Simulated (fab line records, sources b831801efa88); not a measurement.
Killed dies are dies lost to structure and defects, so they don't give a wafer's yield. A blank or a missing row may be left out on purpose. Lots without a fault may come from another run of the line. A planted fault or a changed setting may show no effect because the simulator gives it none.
A struck lot beside a sound one | flow sfq_line | 42 steps out of a route of 325
Sound: wafers L679.1, L679.3, L679.5. Struck: wafers L685.1, L685.6. (L685.5 of the same lot was not struck and is left out.) The cause comes at the end.
At each step with rows: each side's tool, then ch and its chambers, then its first start. Under that, the readings that differ: sound wafers | struck wafers | difference of the means | sigmas: that difference in standard deviations of wafers without a fault.
alike: readings whose means differ by less than 2 such deviations, and words and numbers that are the same on both sides. not compared: withheld readings, readings that some wafer has no value for, bounds like >300 that may hide the same value, and numbers for which the record gives no deviation and whose values overlap.
The two part at a step that has a row with sigmas, a row that says differs or no value, or rows on one side only. Numbers that don't overlap but have no deviation are shown without sigmas and don't part them. A reading that every wafer of one side lacks parts them only if that side has two wafers or more.

first, 6 steps without rows for these wafers: SFQ_TRILAYER_I2_VIA_LITHO_COAT_072 (resist thk 62 nm); SFQ_TRILAYER_I2_VIA_LITHO_COAT_067 (resist thk 650 nm); SFQ_TRILAYER_I2_VIA_LITHO_SOFTBAKE_071; SFQ_TRILAYER_I2_VIA_LITHO_EXPOSE_068 (exposes mask I2, target cd 500 nm); SFQ_TRILAYER_I2_VIA_LITHO_PEB_070 (peb time 60 s); SFQ_TRILAYER_I2_VIA_LITHO_DEVELOP_069 (time 60 s).
SFQ_I2_OVL_MEAS_918:
  sound on overlay-02, day 38 19:47; struck on overlay-02, day 39 07:47
  alike: I2_OVL
then, 5 steps without rows for these wafers: SFQ_TRILAYER_I2_VIA_BARC_OPEN_VIA_ETCH_096 (etches BARC in O2, target depth 125 nm, time 41.7 s); SFQ_TRILAYER_I2_VIA_ETCH_VIA_ETCH_070 (etches SiO2 in CHF3, stops on Nb, target depth 260 nm); SFQ_TRILAYER_I2_VIA_STRIP_STRIP_071 (strips in O2); SFQ_TRILAYER_I2_VIA_STRIP_SOLV_CLEAN_072 (cleans in NMP, time 600 s); SFQ_TRILAYER_M3_DEP_PRE_CLEAN_074 (time 22.5 s).
SFQ_TRILAYER_M3_DEP_SPUTTER_073: material Nb, target thk 200 nm, time 133.3 s.
  sound on pvd_sputter-05, day 38 20:47; struck on pvd_sputter-05, day 39 08:47
  reading                                             | sound             | struck    | difference | sigmas
  model.Nb_of_TRILAYER_M3_DEP_SPUTTER_073.thk_nm (nm) | 196.4 199.8 196.1 | 143 143.4 | -54        |
  alike: base_pressure_pa, substrate_temp_c, throttle_valve_pct
SFQ_M3_RS_MEAS_919: measures by four-point-probe.
  sound on film_metro-03, day 38 20:52; struck on film_metro-03, day 39 08:52
  reading           | sound             | struck      | difference | sigmas
  M3_NB_RS (ohm/sq) | 0.908 0.891 0.906 | 1.252 1.250 | +0.349     | +38
then, 6 steps without rows for these wafers: SFQ_TRILAYER_M3_LITHO_COAT_080 (resist thk 62 nm); SFQ_TRILAYER_M3_LITHO_COAT_075 (resist thk 600 nm); SFQ_TRILAYER_M3_LITHO_SOFTBAKE_079; SFQ_TRILAYER_M3_LITHO_EXPOSE_076 (exposes mask M3, target cd 500 nm); SFQ_TRILAYER_M3_LITHO_PEB_078 (peb time 60 s); SFQ_TRILAYER_M3_LITHO_DEVELOP_077 (time 60 s).
-- the record jumps here: 4 days lie between the struck wafers' starts before and after --
SFQ_M3_OVL_MEAS_921:
  sound on overlay-02, day 43 06:47; struck on overlay-02, day 43 16:23
  alike: M3_OVL
SFQ_TRILAYER_M3_BARC_OPEN_METAL_ETCH_100: etches BARC in O2, target depth 125 nm, time 41.7 s.
  sound on rie_metal-03 ch 0,1, day 43 06:49; struck on rie_metal-03 ch 0,1, day 43 16:25
  alike: drypump_motor_current_A, oes_product_au, rf_fwd_power_W
  not compared: rf_hours_counter_h
SFQ_TRILAYER_M3_ETCH_METAL_ETCH_078: etches Nb in Cl2/Ar, stops on SiO2, target depth 240 nm, time 120 s.
  sound on rie_metal-03 ch 0,1, day 43 06:53; struck on rie_metal-03 ch 0,1, day 43 16:29
  reading               | sound             | struck      | difference | sigmas
  oes_product_au (a.u.) | 0.881 0.888 0.890 | 0.730 0.745 | -0.149     | -22
  alike: drypump_motor_current_A, rf_fwd_power_W
  not compared: rf_hours_counter_h
SFQ_TRILAYER_M3_STRIP_STRIP_079: strips in O2.
  sound on rie_metal-03 ch 0,1, day 43 07:01; struck on rie_metal-03 ch 0,1, day 43 16:37
  alike: drypump_motor_current_A, oes_product_au, platen_temp_c
  not compared: rf_hours_counter_h
then, 3 steps without rows for these wafers: SFQ_TRILAYER_M3_STRIP_SOLV_CLEAN_080 (cleans in NMP, time 600 s); SFQ_TRILAYER_I3_DEP_PECVD_081 (deposits SiO2 from SiH4/N2O, time 111.11 s, target thk 500 nm); SFQ_TRILAYER_I3_CMP_CMP_082 (polishes SiO2).
-- the record jumps here: 2 days lie between the struck wafers' starts before and after --
SFQ_I3_BOW_MEAS_922:
  sound on film_metro-04, day 45 19:04; struck on film_metro-04, day 46 04:04
  alike: I3_BOW
SFQ_TRILAYER_I3_METRO_MEASURE_083:
  sound on film_metro-04, day 45 19:11; struck on film_metro-04, day 46 04:11
  alike: thk_nm
then, 6 steps without rows for these wafers: SFQ_TRILAYER_I3_VIA_LITHO_COAT_090 (resist thk 62 nm); SFQ_TRILAYER_I3_VIA_LITHO_COAT_085 (resist thk 650 nm); SFQ_TRILAYER_I3_VIA_LITHO_SOFTBAKE_089; SFQ_TRILAYER_I3_VIA_LITHO_EXPOSE_086 (exposes mask I3, target cd 500 nm); SFQ_TRILAYER_I3_VIA_LITHO_PEB_088 (peb time 60 s); SFQ_TRILAYER_I3_VIA_LITHO_DEVELOP_087 (time 60 s).
-- the record jumps here: 5 days lie between the struck wafers' starts before and after --
SFQ_I3_OVL_MEAS_923:
  sound on overlay-02, day 50 20:17; struck on overlay-02, day 51 05:53
  alike: I3_OVL
SFQ_TRILAYER_I3_VIA_BARC_OPEN_VIA_ETCH_121: etches BARC in O2, target depth 125 nm, time 41.7 s.
  sound on rie_diel-02 ch 0,1,2, day 50 20:20; struck on rie_diel-02 ch 3, day 51 05:56
  reading            | sound             | struck      | difference | sigmas
  rf_fwd_power_W (W) | 494.8 490.3 493.6 | 498.3 498.1 | +5.3       | +3
  alike: drypump_motor_current_A, oes_product_au
  not compared: rf_hours_counter_h
then, 1 step without rows for these wafers: SFQ_TRILAYER_I3_VIA_ETCH_VIA_ETCH_088 (etches SiO2 in CHF3, stops on Nb, target depth 260 nm).
SFQ_TRILAYER_I3_VIA_STRIP_STRIP_089: strips in O2.
  sound on rie_metal-04 ch 0,1, day 50 20:29; struck on rie_metal-02 ch 0,1, day 51 06:05
  alike: drypump_motor_current_A, oes_product_au, platen_temp_c
  not compared: rf_hours_counter_h
then, 2 steps without rows for these wafers: SFQ_TRILAYER_I3_VIA_STRIP_SOLV_CLEAN_090 (cleans in NMP, time 600 s); SFQ_TRILAYER_M4_DEP_PRE_CLEAN_092 (time 22.5 s).
-- the record jumps here: 42 days lie between the struck wafers' starts before and after --
SFQ_M8_BOW_MEAS_951:
  sound on film_metro-03, day 89 13:09; struck on film_metro-04, day 93 10:59
  reading                 | sound                | struck      | difference | sigmas
  model.etest.m3.ohm_um   | 1.808 1.782 1.816    | 2.482 2.466 | +0.672     |
  model.etest.i2.link_ohm | 1.974 1.949 1.98     | 2.39 2.387  | +0.42      |
  model.etest.m3.ohm_sq   | 0.9068 0.8913 0.9084 | 1.245 1.242 | +0.341     |
  model.etest.i3.link_ohm | 1.985 1.954 1.972    | 2.339 2.328 | +0.363     |
  alike: M8_BOW

WHERE THEY PART
First at SFQ_M3_RS_MEAS_919; last, within this record, at SFQ_TRILAYER_I3_VIA_BARC_OPEN_VIA_ETCH_121. Later steps at which nothing parts them and some readings are alike: SFQ_TRILAYER_I3_VIA_STRIP_STRIP_089, SFQ_M8_BOW_MEAS_951.

WHY: what the simulator had put in
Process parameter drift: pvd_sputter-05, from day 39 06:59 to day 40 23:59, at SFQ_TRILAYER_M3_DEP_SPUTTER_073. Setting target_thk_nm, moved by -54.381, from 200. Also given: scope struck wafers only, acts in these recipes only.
